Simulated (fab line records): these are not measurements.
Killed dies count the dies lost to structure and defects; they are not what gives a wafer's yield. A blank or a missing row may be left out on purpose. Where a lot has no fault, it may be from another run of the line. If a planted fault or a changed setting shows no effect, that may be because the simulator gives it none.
fab line records	flow sky130
[record] lots = 7	wafers = 21	last_day = 52
route steps=708 shown SONOS_ONO@176 GATE_OXIDE@187 PAD_OPEN@708
lots that met no fault: taken from a fault-free run of the same line
start_h: the number of hours between the record's first day and the start of the first shown wafer of the lot	wait_h: hours since the lot's step before	" identical to the entry in the row above	L1.1+2: a single row standing in for several wafers	- either no value or no given start	* or withheld: withheld	< > ~ a bound
route shown NAME@n: a module of which the file shows steps, and the number in the route of the first	usual: average and standard deviation across the fault-free wafers	same: alike in all rows	chamber/n: place in a boat	sites: each site's reading	_std_site: the values' standard deviation	_edge_site: the outer-site mean with the inner-site mean subtracted	radius_mm: for every site, how far away it sits from the centre of the wafer	mask NAME#n: copy n	behind: the most recent tool/chamber to have shaped the wafer	hold: the reason the lot was held/the length of the hold in hours/how it ended	device: the n, p or np transistor that did not switch	end of line: tests run on the same wafers once the route is complete	a step without rows: its recipe alone	killed: not the wafer's yield, but the dies lost to structure and defects at the first sort	map: per-die view of a wafer (x killed, . not killed, _ where there is no die)
set.NAME: the setting the step ran with; set.NAME@STEP: the setting that earlier step ran with	model.NAME: the simulator's own value behind a step, which no gauge read
a table for each step, a row for each wafer; lots at some steps of the route
services: when a tool's chamber went out of use (start_h, in hours from the record's first day, below 0 if earlier), for how many hours, and the reason
[[steps]]
[step SKY_SONOS_ONO_COAT_08]
[recipe] resist = NOVOLAK	spin_rpm = 3000	resist_thk_nm = 1140
[step SKY_SONOS_ONO_SOFTBAKE_09]
[recipe] temp_c = 90	time_s = 60	resist = NOVOLAK
[step SKY_SONOS_ONO_EXPOSE_10]
[recipe] mask_id = ONOM	target_cd_nm = 410	na = 0.6	source_shape = conventional	sigma_outer = 0.6	dose_mj = 150
[step SKY_SONOS_ONO_PEB_11]
[recipe] temp_c = withheld	time_s = *	resist = NOVOLAK
[step SKY_SONOS_ONO_DEVELOP_12]
[recipe] develop_time_s = 60	dev_temp_c = 23
[step SKY_SONOS_ONO_CD_MEAS_13]
[recipe] target_cd_nm = 410
[usual] cd_nm = 409.6/1.7
lot.wafer	tool	chamber	start_h	wait_h	cd_nm
L146.2	cd_sem-02	-	283.80	0.1	410.6
L146.3	"	-	"	"	411.0
L146.4	"	-	"	"	410.8
L152.1	cd_sem-02	-	328.59	0.2	408.3
L152.4	"	-	"	"	410.2
L152.6	"	-	"	"	409.3
L159.3	cd_sem-02	-	378.47	0.1	408.0
L159.4	"	-	"	"	409.3
L159.6	"	-	"	"	407.4
L158.1	cd_sem-01	-	390.99	0.1	411.4
L158.5	"	-	"	"	412.2
L158.6	"	-	"	"	414.0
L160.1	cd_sem-01	-	396.89	0.1	410.8
L160.2	"	-	"	"	408.8
L160.6	"	-	"	"	409.7
L163.1	cd_sem-02	-	434.40	0.1	409.6
L163.5	"	-	"	"	408.8
L163.6	"	-	"	"	408.3
L164.1	cd_sem-02	-	452.25	0.1	411.9
L164.2	"	-	"	"	408.1
L164.6	"	-	"	"	409.5
[step SKY_SONOS_ONO_OVL_MEAS_14]
[usual] SONOS_ONO_OVL = -0.6/1.4
lot.wafer	tool	chamber	start_h	wait_h	SONOS_ONO_OVL[nm]
L146.2	overlay-01	-	283.91	0.1	-1.5
L146.3	"	-	"	"	-1.3
L146.4	"	-	"	"	-0.5
L152.1	overlay-01	-	328.71	0.1	-1.3
L152.4	"	-	"	"	-1.0
L152.6	"	-	"	"	0.7
L159.3	overlay-01	-	378.56	0.1	-2.1
L159.4	"	-	"	"	-1.0
L159.6	"	-	"	"	-2.8
L158.1	overlay-01	-	391.11	0.1	0.1
L158.5	"	-	"	"	-0.1
L158.6	"	-	"	"	-0.1
L160.1	overlay-01	-	397.01	0.1	-1.4
L160.2	"	-	"	"	-1.1
L160.6	"	-	"	"	0.5
L163.1	overlay-01	-	434.52	0.1	0.7
L163.5	"	-	"	"	-0.2
L163.6	"	-	"	"	-0.3
L164.1	overlay-01	-	452.37	0.1	1.1
L164.2	"	-	"	"	2.0
L164.6	"	-	"	"	2.7
[step SKY_SONOS_ONO_ETCH_15]
[recipe] target_depth_nm = 19.52	chemistry = CHF3/O2	source_w = 600	bias_w = 200	pressure_mtorr = 40	chf3_flow_sccm = 50	O2_flow_sccm = 5	time_s = 7.8
[usual] chf3_flow_sccm = 50.01/0.14	drypump_motor_current_A = 5.7/0.48	oes_product_au = 1.003/0.013	throttle_valve_pct = 8.825/0.0093
lot.wafer	tool	chamber	start_h	wait_h	chf3_flow_sccm	drypump_motor_current_A	oes_product_au	rf_hours_counter_h	throttle_valve_pct
L146.2	rie_diel-01	0	283.94	0.0	49.93	5.9	1.004	32	8.828
L146.3	"	1	"	"	49.73	6.4	0.993	6	8.824
L146.4	"	2	"	"	50.16	6.6	1.005	1	8.828
L152.1	rie_diel-04	2	328.74	0.0	49.77	5.5	1.003	1	8.825
L152.4	"	0	"	"	49.93	5.0	0.980	90	8.807
L152.6	"	2	"	"	49.88	5.6	1.005	-	8.813
L159.3	rie_diel-02	1	378.59	0.0	49.88	5.9	1.023	3	8.841
L159.4	"	0	"	"	49.84	5.9	1.003	10	8.836
L159.6	"	1	"	"	49.87	6.0	1.028	-	8.833
L158.1	rie_diel-04	0	391.15	0.0	49.85	5.0	0.996	91	8.830
L158.5	"	0	"	"	50.02	5.0	0.994	-	8.814
L158.6	"	1	"	"	49.95	5.8	1.008	-	8.832
L160.1	rie_diel-04	0	397.05	0.0	49.99	5.0	0.995	91	8.819
L160.2	"	2	"	"	49.95	5.6	0.997	2	8.828
L160.6	"	2	"	"	49.77	5.6	0.992	-	8.827
L163.1	rie_diel-02	1	434.56	0.0	49.86	6.0	1.014	4	8.823
L163.5	"	1	"	"	50.09	6.0	1.008	-	8.815
L163.6	"	2	"	"	50.16	5.9	0.990	-	8.821
L164.1	rie_diel-04	0	452.41	0.0	49.81	5.0	1.008	92	8.814
L164.2	"	1	"	"	49.94	5.8	1.019	2	8.826
L164.6	"	2	"	"	49.73	5.6	1.009	-	8.817
[step SKY_SONOS_ONO_WET_ETCH_16]
[recipe] chemistry = dHF	target_depth_nm = 14	dry = n2_spin	target = SiO2	dilution = 100:1	temp_c = 25	time_s = 280
[step SKY_SONOS_ONO_STRIP_17]
[recipe] chemistry = O2/N2	power_w = 1400	pressure_mtorr = 1500	platen_temp_c = withheld	o2_flow_sccm = 3000	n2_flow_sccm = 300	overash_fraction = 0.5
[usual] drypump_motor_current_A = 5.49/0.2	oes_product_au = 0.709/0.0046	strip_time_to_endpoint_s = 14.09/0.042
lot.wafer	tool	chamber	start_h	wait_h	drypump_motor_current_A	oes_product_au	rf_hours_counter_h	strip_time_to_endpoint_s
L146.2	plasma_asher-04	1	284.05	0.0	5.39	0.709	57	14.14
L146.3	"	0	"	"	5.70	0.708	-	14.12
L146.4	"	1	"	"	5.37	0.713	-	14.16
L152.1	plasma_asher-03	0	328.85	0.0	5.43	0.705	54	14.13
L152.4	"	1	"	"	5.93	0.713	-	14.11
L152.6	"	1	"	"	5.95	0.711	-	14.11
L159.3	plasma_asher-04	0	378.74	0.0	5.71	0.710	-	14.09
L159.4	"	1	"	"	5.38	0.708	-	14.11
L159.6	"	1	"	"	5.40	0.710	-	14.10
L158.1	plasma_asher-01	1	391.26	0.0	5.21	0.711	69	14.18
L158.5	"	1	"	"	5.25	0.712	-	14.10
L158.6	"	0	"	"	5.49	0.704	-	14.15
L160.1	plasma_asher-04	0	397.16	0.0	5.68	0.697	68	14.06
L160.2	"	1	"	"	5.40	0.714	68	14.02
L160.6	"	1	"	"	5.42	0.704	-	14.07
L163.1	plasma_asher-01	1	434.67	0.0	5.25	0.705	0	14.08
L163.5	"	1	"	"	5.20	0.709	-	14.12
L163.6	"	0	"	"	5.51	0.711	-	14.16
L164.1	plasma_asher-03	0	452.52	0.0	5.45	0.712	67	14.12
L164.2	"	1	"	"	5.98	0.713	67	14.10
L164.6	"	0	"	"	5.44	0.716	-	14.12
[step SKY_SONOS_ONO_WET_ETCH_18]
[recipe] chemistry = H3PO4	target_depth_nm = 15	target = Si3N4	temp_c = 160	time_s = 172
[step SKY_GATE_OXIDE_CLEAN_00]
[recipe] chemistry = SC1/SC2	mix = 1:4:20	temp_c = 70	time_s = 150	dry = n2_spin
[step SKY_GATE_OXIDE_OXIDATION_01]
[recipe] temp_c = 900	ambient = O2	stabilise_s = 600	purge_s = 300	target_thk_a = 102.68	ox_time_s = 1473
[usual] ox_temp_c_max = 904.4/1	spike_tc_centre_C = 900.1/1.1
lot.wafer	tool	chamber	start_h	wait_h	ox_temp_c_max	spike_tc_centre_C
L146.2	furnace-02	0	284.26	0.0	903.9	900.4
L146.3	"	0	"	"	904.9	901.3
L146.4	"	0	"	"	904.0	901.5
L152.1	furnace-01	0	330.12	1.1	903.4	900.2
L152.4	"	0	"	"	903.4	900.6
L152.6	"	0	"	"	904.0	898.9
L158.1	furnace-01	0	392.81	1.3	904.3	898.9
L158.5	"	0	"	"	903.0	899.6
L158.6	"	0	"	"	904.3	900.0
L163.1	furnace-02	0	434.87	0.0	904.9	900.7
L163.5	"	0	"	"	905.3	900.5
L163.6	"	0	"	"	904.1	900.7
L159.3	furnace-01	0	438.91	60.0	903.9	898.8
L159.4	"	0	"	"	903.0	900.3
L159.6	"	0	"	"	903.8	900.1
L160.1	furnace-02	0	457.41	60.0	905.0	901.2
L160.2	"	0	"	"	906.8	900.4
L160.6	"	0	"	"	904.8	900.4
L164.1	furnace-01	0	513.07	60.3	903.3	899.3
L164.2	"	0	"	"	904.7	900.8
L164.6	"	0	"	"	902.4	898.4
[step SKY_GATE_OXIDE_THK_MEAS_02]
[recipe] reads = SiO2_of_GATE_OXIDE_OXIDATION_01
[usual] GATE_OXIDE_OXIDATION_00_THK = 10.36/0.16
lot.wafer	tool	chamber	start_h	wait_h	GATE_OXIDE_OXIDATION_00_THK[nm]
L146.2	film_metro-04	-	285.68	0.0	10.22
L146.3	"	-	"	"	10.04
L146.4	"	-	"	"	10.15
L152.1	film_metro-01	-	331.53	0.0	10.54
L152.4	"	-	"	"	10.43
L152.6	"	-	"	"	10.51
L158.1	film_metro-01	-	394.21	0.0	10.39
L158.5	"	-	"	"	10.41
L158.6	"	-	"	"	10.42
L163.1	film_metro-04	-	436.28	0.0	10.35
L163.5	"	-	"	"	10.22
L163.6	"	-	"	"	10.35
L159.3	film_metro-01	-	440.34	0.0	10.73
L159.4	"	-	"	"	10.51
L159.6	"	-	"	"	10.66
L160.1	film_metro-01	-	458.82	0.0	10.31
L160.2	"	-	"	"	10.20
L160.6	"	-	"	"	10.37
L164.1	film_metro-04	-	514.47	0.0	10.59
L164.2	"	-	"	"	10.48
L164.6	"	-	"	"	10.49
[step SKY_PAD_OPEN_PROBE_99]
[usual] killed_at_M0_to_M3 = 44/6.9	killed_at_M4_up = 3.2/1.8	killed_at_contacts = 23/5.2	killed_at_front_end = 15/4.5	killed_at_other = 0.3/0.56	killed_dies = 85/8.8	killed_open = 47/6.7	killed_short = 39/6.4
[same] gross_dies = 492	killed_at_back_side = 0
lot.wafer	tool	chamber	start_h	wait_h	killed_at_M0_to_M3	killed_at_M4_up	killed_at_contacts	killed_at_front_end	killed_at_other	killed_dies	killed_open	killed_short	model.etest.cap_thick_oxide.gate_bv_v
L146.2	prober-02	-	1078.81	0.1	28	1	21	15	0	65	34	31	15.69
L146.3	prober-02	-	1078.86	0.2	53	2	29	19	1	104	50	52	16
L146.4	prober-02	-	1078.91	0.2	43	2	16	6	1	68	40	28	15.74
L152.1	prober-02	-	1109.80	0.1	53	0	18	14	1	86	51	35	15.83
L152.4	prober-02	-	1109.95	0.2	41	2	25	16	0	84	56	28	15.86
L152.6	prober-02	-	1110.05	0.2	49	3	18	15	1	86	52	34	15.42
L158.1	prober-01	-	1154.57	0.1	42	4	29	17	0	92	51	41	15.74
L158.5	prober-01	-	1154.77	0.2	61	1	23	15	3	103	58	45	15.52
L158.6	prober-01	-	1154.82	0.2	33	4	23	19	0	79	47	32	15.85
L163.1	prober-02	-	1180.37	0.1	41	3	25	14	1	84	46	38	15.9
L163.5	prober-02	-	1180.57	0.2	48	6	23	18	0	95	52	43	15.87
L163.6	prober-02	-	1180.62	0.2	36	5	27	22	0	90	49	41	16.04
L159.3	prober-02	-	1207.43	0.2	63	7	27	14	0	111	51	60	15.7
L159.4	prober-02	-	1207.48	0.2	37	6	25	13	0	81	48	33	14.81
L159.6	prober-02	-	1207.58	0.2	52	6	18	11	1	88	46	42	15.37
L160.1	prober-02	-	1217.04	0.1	28	1	27	17	0	73	41	32	14.85
L160.2	prober-02	-	1217.09	0.1	48	2	19	10	1	80	43	37	14.55
L160.6	prober-02	-	1217.29	0.2	42	5	23	25	0	95	46	49	14.74
L164.1	prober-02	-	1247.91	0.1	42	6	30	10	0	88	41	47	14.86
L164.2	prober-02	-	1247.96	0.1	44	4	25	12	0	85	47	38	14.58
L164.6	prober-02	-	1248.16	0.2	43	3	37	19	1	103	58	45	14.84
// killed by level:class
L146.2 CONTACT:geometric_particle:open=7 CONTACT:geometric_particle:short=6 SPACER:geometric_particle:open=5 VIA1:geometric_particle:open=5 METAL1:geometric_particle:short=5 VIA2:geometric_particle:open=5 METAL2:geometric_particle:short=4 POLY_GATE:geometric_particle:open=3
L146.3 METAL2:geometric_particle:short=12 CONTACT:geometric_particle:open=11 VIA2:geometric_particle:open=10 LI_CONTACT:geometric_particle:open=8 CONTACT:geometric_particle:short=6 VIA1:geometric_particle:open=6 VIA2:geometric_particle:short=6 POLY_GATE:geometric_particle:short=4
L146.4 METAL2:geometric_particle:short=8 LI_CONTACT:geometric_particle:open=7 VIA2:geometric_particle:open=7 CONTACT:geometric_particle:open=6 VIA1:geometric_particle:open=6 VIA2:geometric_particle:short=4 METAL1:geometric_particle:short=4 METAL2:geometric_particle:open=3
L152.1 VIA1:geometric_particle:open=13 LI_CONTACT:geometric_particle:open=7 METAL3:geometric_particle:short=7 CONTACT:geometric_particle:open=6 VIA1:geometric_particle:short=6 FIELD_ISO:geometric_particle:open=5 VIA2:geometric_particle:open=5 METAL3:geometric_particle:open=5
L152.4 LI_CONTACT:geometric_particle:open=14 CONTACT:geometric_particle:open=8 VIA1:geometric_particle:open=8 VIA3:geometric_particle:open=7 VIA2:geometric_particle:open=6 FIELD_ISO:geometric_particle:short=5 METAL1:geometric_particle:short=5 VIA2:geometric_particle:short=4
L152.6 VIA1:geometric_particle:open=15 CONTACT:geometric_particle:open=8 VIA3:geometric_particle:open=7 VIA2:geometric_particle:short=6 VIA2:geometric_particle:open=5 POLY_GATE:geometric_particle:open=4 POLY_GATE:geometric_particle:short=4 LI_CONTACT:geometric_particle:open=4
L158.1 CONTACT:geometric_particle:open=14 VIA1:geometric_particle:open=9 VIA1:geometric_particle:short=6 METAL2:geometric_particle:short=6 VIA2:geometric_particle:open=6 FIELD_ISO:geometric_particle:short=5 VIA3:geometric_particle:open=5 LI_CONTACT:geometric_particle:short=4
L158.5 VIA1:geometric_particle:open=15 CONTACT:geometric_particle:open=11 VIA2:geometric_particle:open=10 VIA3:geometric_particle:open=9 VIA1:geometric_particle:short=6 CONTACT:geometric_particle:short=6 POLY_GATE:geometric_particle:open=5 VIA3:geometric_particle:short=5
L158.6 CONTACT:geometric_particle:open=11 VIA1:geometric_particle:open=9 LI_CONTACT:geometric_particle:open=7 VIA1:geometric_particle:short=7 VIA3:geometric_particle:open=7 METAL1:geometric_particle:short=6 FIELD_ISO:geometric_particle:open=4 POLY_GATE:geometric_particle:open=4
L163.1 VIA2:geometric_particle:open=11 METAL1:geometric_particle:short=7 VIA1:geometric_particle:open=7 LI_CONTACT:geometric_particle:open=6 FIELD_ISO:geometric_particle:open=5 VIA2:geometric_particle:short=5 LI_CONTACT:geometric_particle:short=5 CONTACT:geometric_particle:short=5
L163.5 VIA1:geometric_particle:open=11 VIA2:geometric_particle:open=10 FIELD_ISO:geometric_particle:short=8 VIA3:geometric_particle:open=8 CONTACT:geometric_particle:open=7 LI_CONTACT:geometric_particle:open=6 METAL1:geometric_particle:short=6 METAL2:geometric_particle:short=6
L163.6 POLY_GATE:geometric_particle:open=9 LI_CONTACT:geometric_particle:open=8 CONTACT:geometric_particle:open=7 VIA2:geometric_particle:open=6 FIELD_ISO:geometric_particle:short=5 CONTACT:geometric_particle:short=5 METAL1:geometric_particle:short=5 METAL2:geometric_particle:short=5
L159.3 METAL1:geometric_particle:short=10 VIA1:geometric_particle:open=10 VIA3:geometric_particle:open=10 METAL2:geometric_particle:short=9 LI_CONTACT:geometric_particle:open=7 METAL4:geometric_particle:short=7 LI_CONTACT:geometric_particle:short=6 CONTACT:geometric_particle:open=6
L159.4 CONTACT:geometric_particle:open=10 VIA1:geometric_particle:open=8 LI_CONTACT:geometric_particle:open=6 METAL1:geometric_particle:short=6 VIA3:geometric_particle:open=6 FIELD_ISO:geometric_particle:open=5 VIA2:geometric_particle:open=5 VIA3:geometric_particle:short=4
L159.6 CONTACT:geometric_particle:open=9 VIA1:geometric_particle:open=9 VIA3:geometric_particle:open=9 METAL2:geometric_particle:short=8 VIA2:geometric_particle:open=5 VIA2:geometric_particle:short=4 METAL3:geometric_particle:short=4 METAL4:geometric_particle:short=4
L160.1 CONTACT:geometric_particle:open=9 VIA1:geometric_particle:open=7 POLY_GATE:geometric_particle:open=6 LOCAL_INTERCONNECT:geometric_particle:short=6 LI_CONTACT:geometric_particle:open=6 METAL1:geometric_particle:short=5 LI_CONTACT:geometric_particle:short=4 FIELD_ISO:geometric_particle:short=3
L160.2 VIA3:geometric_particle:open=9 CONTACT:geometric_particle:open=8 METAL1:geometric_particle:short=7 VIA1:geometric_particle:open=7 VIA2:geometric_particle:open=7 METAL2:geometric_particle:short=5 VIA1:geometric_particle:short=4 FIELD_ISO:geometric_particle:short=3
L160.6 POLY_GATE:geometric_particle:short=9 LI_CONTACT:geometric_particle:open=9 VIA3:geometric_particle:open=8 CONTACT:geometric_particle:open=6 METAL1:geometric_particle:short=6 METAL4:geometric_particle:short=5 VIA1:geometric_particle:open=5 VIA1:geometric_particle:short=5
L164.1 VIA2:geometric_particle:open=11 CONTACT:geometric_particle:short=10 CONTACT:geometric_particle:open=8 METAL1:geometric_particle:short=6 METAL4:geometric_particle:short=6 VIA1:geometric_particle:open=5 METAL2:geometric_particle:short=5 LI_CONTACT:geometric_particle:short=4
L164.2 VIA1:geometric_particle:open=11 CONTACT:geometric_particle:open=10 CONTACT:geometric_particle:short=9 VIA3:geometric_particle:open=8 VIA1:geometric_particle:short=7 VIA2:geometric_particle:open=6 FIELD_ISO:geometric_particle:short=4 LI_CONTACT:geometric_particle:open=4
L164.6 CONTACT:geometric_particle:open=17 LI_CONTACT:geometric_particle:open=9 VIA1:geometric_particle:open=8 VIA3:geometric_particle:open=7 CONTACT:geometric_particle:short=6 VIA1:geometric_particle:short=6 METAL2:geometric_particle:short=6 FIELD_ISO:geometric_particle:short=5
[[services]]
tool	chamber	start_h	hours	kind
rie_diel-02	0	265.38	6.0	repair
plasma_asher-04	-	266.30	1.3	repair
furnace-01	-	294.00	3.9	pm
rie_diel-04	1	299.25	-	clean
rie_diel-04	1	299.25	17.1	scheduled_down
rie_diel-04	1	299.25	17.1	vent_cycle
rie_diel-02	-	347.27	0.8	repair
plasma_asher-03	-	357.60	0.5	repair
rie_diel-02	2	358.42	8.8	repair
rie_diel-04	2	362.49	10.9	repair
plasma_asher-04	-	368.22	2.8	pm
rie_diel-01	2	369.65	2.9	repair
furnace-01	-	381.50	3.4	pm
rie_diel-01	0	396.84	3.8	repair
rie_diel-02	2	407.85	15.7	repair
rie_diel-04	1	409.50	3.4	repair
furnace-02	-	414.82	3.0	pm
plasma_asher-01	-	421.25	9.0	pm
plasma_asher-01	-	429.01	2.8	repair
furnace-01	-	461.68	4.0	pm
rie_diel-04	0	485.49	-	clean
rie_diel-04	0	485.49	21.4	scheduled_down
rie_diel-02	1	501.01	3.0	repair
rie_diel-02	2	501.17	1.9	repair
[[key]]
[first_sign] step = SKY_GATE_OXIDE_OXIDATION_01	reading = wait_h	direction = changed
effect none on later readings
[model_effect] step = SKY_PAD_OPEN_PROBE_99	value = etest.cap_thick_oxide.gate_bv_v	without = 15.9	struck = 14.92
met_at SKY_GATE_OXIDE_OXIDATION_01
struck_wafers L159.3,L159.4,L159.6,L160.1,L160.2,L160.6,L164.1,L164.2,L164.6
tester_left_out L159,L160,L164
[fault] kind = queue_time_violation	tool = furnace-01,furnace-02	chamber = 0	onset_h = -	steps = SKY_GATE_OXIDE_OXIDATION_01	delay_hr = 60	scope = struck_lots_only
// tester_left_out: of these lots the tester's yield and bins aren't shown, on N5 and GAA mostly nor the transistor test; their killed dies are dies lost to structure and defects alone, not to doping, threshold or leakage, so they don't give the yield
